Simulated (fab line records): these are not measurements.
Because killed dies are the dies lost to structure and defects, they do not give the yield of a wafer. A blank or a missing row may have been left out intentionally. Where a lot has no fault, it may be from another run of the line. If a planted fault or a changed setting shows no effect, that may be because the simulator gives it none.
Which tool was responsible?    flow sky130    39 wafers from 13 lots sampled at 5 of the route's 708 steps

== WHAT EACH GAUGE READ, for each wafer ==
SKY_VIA1_THK_MEAS_01.
lot   measured      on            VIA1_HDPCVD_THK (nm)
L951  day 32 00:04  filmMetro-01  1037 1047 1038
L952  day 32 12:44  filmMetro-02  1032 1031 1033
L953  day 32 21:44  filmMetro-01  1027 1015 1015
L954  day 33 09:50  filmMetro-04  1030 1013 1039
L955  day 34 00:59  filmMetro-01  1010 1020 1008
L957  day 34 20:28  filmMetro-04  1021 1013 1011
L962  day 36 01:27  filmMetro-04  527 526 1026
L965  day 37 00:41  filmMetro-01  1007 1016 1018
L967  day 38 08:47  filmMetro-01  1046 1039 1035
L971  day 39 12:35  filmMetro-01  1025 1039 1028
L973  day 40 05:10  filmMetro-04  1020 1040 1032
L972  day 40 05:35  filmMetro-02  1038 1055 1024
L974  day 40 10:17  filmMetro-04  1050 1031 1033

SKY_VIA1_OVL_MEAS_13.
lot   measured      on          VIA1_OVL (nm)
L951  day 33 03:56  overlay-01  -5 -3 -8
L952  day 33 15:42  overlay-02  2 1 1
L953  day 34 01:12  overlay-01  -7 0 -5
L954  day 34 12:32  overlay-02  3 -1 2
L955  day 35 03:32  overlay-02  -1 0 -5
L957  day 35 23:12  overlay-01  12 5 14
L962  day 37 03:59  overlay-02  8 7 5
L965  day 38 02:56  overlay-01  -6 -8 -4
L967  day 39 10:20  overlay-01  -6 1 -3
L971  day 40 13:27  overlay-02  8 1 8
L973  day 41 06:38  overlay-01  3 4 7
L972  day 41 06:50  overlay-02  6 3 -1
L974  day 41 11:20  overlay-02  -2 3 0

== EACH LOT AND THE TOOL THAT RAN IT (in order: tool; ch and the chambers of the sampled wafers; start) ==
lot   SKY_CONTACT_SPUTTER_23       SKY_CONTACT_CVD_24            SKY_VIA1_HDPCVD_00
L951  pvdSputter-01, day 30 18:26  cvdW-01 ch 1, day 30 18:30    hdpcvd-02 ch 0,2, day 31 23:56
L952  pvdSputter-03, day 31 08:08  cvdW-01 ch 0,1, day 31 08:14  hdpcvd-01 ch 0,1,2, day 32 12:39
L953  pvdSputter-03, day 31 17:33  cvdW-02 ch 0, day 31 17:37    hdpcvd-01 ch 0,2, day 32 21:37
L954  pvdSputter-03, day 32 04:56  cvdW-01 ch 0,1, day 32 05:00  hdpcvd-02 ch 0,2, day 33 09:43
L955  pvdSputter-01, day 32 20:52  cvdW-01 ch 0,1, day 32 20:55  hdpcvd-01 ch 0,1,2, day 34 00:53
L957  pvdSputter-04, day 33 15:50  cvdW-01 ch 0,1, day 33 15:53  hdpcvd-01 ch 1,2, day 34 20:20
L962  pvdSputter-01, day 34 21:25  cvdW-02 ch 0,1, day 34 21:31  hdpcvd-02 ch 0,1, day 36 01:19
L965  pvdSputter-03, day 35 20:01  cvdW-02 ch 0,1, day 35 20:04  hdpcvd-01 ch 0,1,2, day 37 00:35
L967  pvdSputter-01, day 37 05:48  cvdW-01 ch 0,1, day 37 05:54  hdpcvd-01 ch 1,2, day 38 08:39
L971  pvdSputter-04, day 38 09:58  cvdW-02 ch 0,1, day 38 10:03  hdpcvd-02 ch 1,2, day 39 12:26
L973  pvdSputter-04, day 39 02:46  cvdW-01 ch 0,1, day 39 02:50  hdpcvd-01 ch 0,2, day 40 05:02
L972  pvdSputter-03, day 39 03:07  cvdW-01 ch 0,1, day 39 03:11  hdpcvd-02 ch 1,2, day 40 05:26
L974  pvdSputter-04, day 39 07:42  cvdW-01 ch 0,1, day 39 07:46  hdpcvd-02 ch 0,1,2, day 40 10:11
- SKY_CONTACT_SPUTTER_23: material TiN, target thk 20 nm, time 80 s.
- SKY_CONTACT_CVD_24: deposits W, target thk 340 nm, time 102.12 s.
- SKY_VIA1_HDPCVD_00: deposits SiO2, target thk 1030 nm, time 171.7 s.

== WHAT THE TOOLS THEMSELVES READ (means of the sampled wafers that have a number; where no wafer has one, the mark that the record gives instead) ==
SKY_CONTACT_SPUTTER_23.
lot   tool           throttleValvePct (%)
L951  pvdSputter-01  30.1
L952  pvdSputter-03  30.1
L953  pvdSputter-03  30.5
L954  pvdSputter-03  29.5
L955  pvdSputter-01  30.2
L957  pvdSputter-04  29.9
L962  pvdSputter-01  30.5
L965  pvdSputter-03  30.6
L967  pvdSputter-01  30.2
L971  pvdSputter-04  29.1
L973  pvdSputter-04  30.0
L972  pvdSputter-03  29.2
L974  pvdSputter-04  29.9

SKY_CONTACT_CVD_24.
lot   tool     heaterPowerW (W)
L951  cvdW-01  751
L952  cvdW-01  760
L953  cvdW-02  799
L954  cvdW-01  766
L955  cvdW-01  764
L957  cvdW-01  772
L962  cvdW-02  827
L965  cvdW-02  829
L967  cvdW-01  772
L971  cvdW-02  812
L973  cvdW-01  762
L972  cvdW-01  765
L974  cvdW-01  758

SKY_VIA1_HDPCVD_00.
lot   tool       sih4FlowSccm (sccm)
L951  hdpcvd-02  60.02
L952  hdpcvd-01  60.09
L953  hdpcvd-01  60.12
L954  hdpcvd-02  60.13
L955  hdpcvd-01  59.93
L957  hdpcvd-01  59.86
L962  hdpcvd-02  39.98
L965  hdpcvd-01  60.01
L967  hdpcvd-01  60.03
L971  hdpcvd-02  59.97
L973  hdpcvd-01  59.94
L972  hdpcvd-02  59.86
L974  hdpcvd-02  59.94

== THE ANSWER, worked out from the rows above alone ==
Rule: usual is defined by the lots themselves. Put in order of their means at a reading, lots are off if they are a third of the lots or fewer, leave a main group of 4 or more, and stand apart from it by a gap of 3 or more times the standard deviation of the main group's means; of several such gaps the widest counts. If all means in a main group match to the digits the tables above print for the reading, that group is not used. A lot without any number at a reading at which 4 lots or more have one is off too. The other lots that the step has rows for count as sound. First the gauges in route order, then the tools' own readings, where a lot's mean is used as printed above. At the first step where some lot is off, the reading lying furthest off is the one used; lots without a number count as furthest.
Off: L962, at SKY_VIA1_THK_MEAS_01 (VIA1_HDPCVD_THK). Main group: mean 1028 nm, sd 10.
A tool fits if, at a process step before that reading, it ran every lot that is off, and no sound lot after the first of them. The gauges at SKY_VIA1_THK_MEAS_01 aren't tried: what is off there is off at SKY_CONTACT_CVD_24 too, on other tools, and a gauge's error can't cause that. Not one of the candidates tried fits.

== WHAT WAS PUT IN BY THE SIMULATOR ==
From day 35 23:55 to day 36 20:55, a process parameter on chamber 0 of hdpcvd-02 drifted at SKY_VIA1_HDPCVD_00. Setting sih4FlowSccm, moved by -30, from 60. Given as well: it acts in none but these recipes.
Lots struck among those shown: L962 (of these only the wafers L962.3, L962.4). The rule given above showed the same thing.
